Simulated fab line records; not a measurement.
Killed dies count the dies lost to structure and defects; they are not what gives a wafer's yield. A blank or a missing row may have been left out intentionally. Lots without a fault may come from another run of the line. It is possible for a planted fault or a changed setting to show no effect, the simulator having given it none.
Which tool did it? || flow sfq-line || 21 wafers from 7 lots sampled at 4 of the route's 325 steps

## WHAT THE GAUGES READ, wafer by wafer
SFQ_M3_OVL_MEAS_921.
{"lot": "L636", "measured": "day 36 22:31", "on": "overlay-02", "M3_OVL (nm)": "4 1 8"}
{"lot": "L639", "measured": "day 38 15:34", "on": "overlay-02", "M3_OVL (nm)": "-8 -1 -3"}
{"lot": "L642", "measured": "day 39 20:50", "on": "overlay-01", "M3_OVL (nm)": "7 6 3"}
{"lot": "L645", "measured": "day 40 17:22", "on": "overlay-02", "M3_OVL (nm)": "7 12 10"}
{"lot": "L649", "measured": "day 42 12:30", "on": "overlay-01", "M3_OVL (nm)": "-5 -2 -2"}
{"lot": "L655", "measured": "day 52 03:05", "on": "overlay-02", "M3_OVL (nm)": "-3 6 -2"}
{"lot": "L657", "measured": "day 52 09:05", "on": "overlay-01", "M3_OVL (nm)": "6 1 7"}

## WHICH TOOL RAN EACH LOT (tool, then ch and the chambers of the sampled wafers, then the start)
{"lot": "L636", "SFQ_TRILAYER_L0_STRIP_STRIP_009": "rie-metal-03 ch 0,1, day 4 14:20", "SFQ_TRILAYER_L0_VIA_BARC_OPEN_VIA_ETCH_021": "rie-diel-04 ch 2,3, day 7 19:04", "SFQ_TRILAYER_M0_ETCH_METAL_ETCH_024": "rie-metal-02 ch 0,1, day 12 02:26"}
{"lot": "L639", "SFQ_TRILAYER_L0_STRIP_STRIP_009": "rie-metal-03 ch 0,1, day 5 05:56", "SFQ_TRILAYER_L0_VIA_BARC_OPEN_VIA_ETCH_021": "rie-diel-01 ch 1,2, day 8 19:56", "SFQ_TRILAYER_M0_ETCH_METAL_ETCH_024": "rie-metal-04 ch 0,1, day 13 00:43"}
{"lot": "L642", "SFQ_TRILAYER_L0_STRIP_STRIP_009": "rie-metal-03 ch 0,1, day 5 19:08", "SFQ_TRILAYER_L0_VIA_BARC_OPEN_VIA_ETCH_021": "rie-diel-01 ch 1,3, day 9 21:22", "SFQ_TRILAYER_M0_ETCH_METAL_ETCH_024": "rie-metal-04 ch 0,1, day 13 21:05"}
{"lot": "L645", "SFQ_TRILAYER_L0_STRIP_STRIP_009": "rie-metal-03 ch 0,1, day 6 10:44", "SFQ_TRILAYER_L0_VIA_BARC_OPEN_VIA_ETCH_021": "rie-diel-04 ch 2,3, day 10 15:22", "SFQ_TRILAYER_M0_ETCH_METAL_ETCH_024": "rie-metal-01 ch 0,1, day 14 20:08"}
{"lot": "L649", "SFQ_TRILAYER_L0_STRIP_STRIP_009": "rie-metal-02 ch 0,1, day 7 14:32", "SFQ_TRILAYER_L0_VIA_BARC_OPEN_VIA_ETCH_021": "rie-diel-04 ch 0,1, day 11 23:59", "SFQ_TRILAYER_M0_ETCH_METAL_ETCH_024": "rie-metal-01 ch 0,1, day 16 21:31"}
{"lot": "L655", "SFQ_TRILAYER_L0_STRIP_STRIP_009": "rie-metal-03 ch 0,1, day 9 16:38", "SFQ_TRILAYER_L0_VIA_BARC_OPEN_VIA_ETCH_021": "rie-diel-04 ch 2,3, day 13 16:43", "SFQ_TRILAYER_M0_ETCH_METAL_ETCH_024": "rie-metal-02 ch 1, day 19 07:18"}
{"lot": "L657", "SFQ_TRILAYER_L0_STRIP_STRIP_009": "rie-metal-03 ch 1, day 10 07:20", "SFQ_TRILAYER_L0_VIA_BARC_OPEN_VIA_ETCH_021": "rie-diel-04 ch 1,2,3, day 14 07:50", "SFQ_TRILAYER_M0_ETCH_METAL_ETCH_024": "rie-metal-04 ch 0,1, day 20 02:38"}
- SFQ_TRILAYER_L0_STRIP_STRIP_009: strips in O2.
- SFQ_TRILAYER_L0_VIA_BARC_OPEN_VIA_ETCH_021: etches BARC in O2, target depth 125 nm, time 41.7 s.
- SFQ_TRILAYER_M0_ETCH_METAL_ETCH_024: etches Nb in Cl2/Ar, stops on SiO2, target depth 240 nm, time 120 s.

## THE ANSWER, worked out from the rows above alone
Rule: the lots themselves supply what counts as usual. Put in order of their means at a reading, lots are off if they are a third of the lots or fewer, leave a main group of 4 or more, and stand apart from it by a gap of 3 or more times the standard deviation of the main group's means; of several such gaps the widest counts. If all means in a main group match to the digits the tables above print for the reading, that group is not used. A lot without any number at a reading at which 4 lots or more have one is off too. The other lots that the step has rows for count as sound.
No lot is off on any of the readings shown, so nothing can be concluded from this.

## WHAT THE SIMULATOR HAD INSERTED
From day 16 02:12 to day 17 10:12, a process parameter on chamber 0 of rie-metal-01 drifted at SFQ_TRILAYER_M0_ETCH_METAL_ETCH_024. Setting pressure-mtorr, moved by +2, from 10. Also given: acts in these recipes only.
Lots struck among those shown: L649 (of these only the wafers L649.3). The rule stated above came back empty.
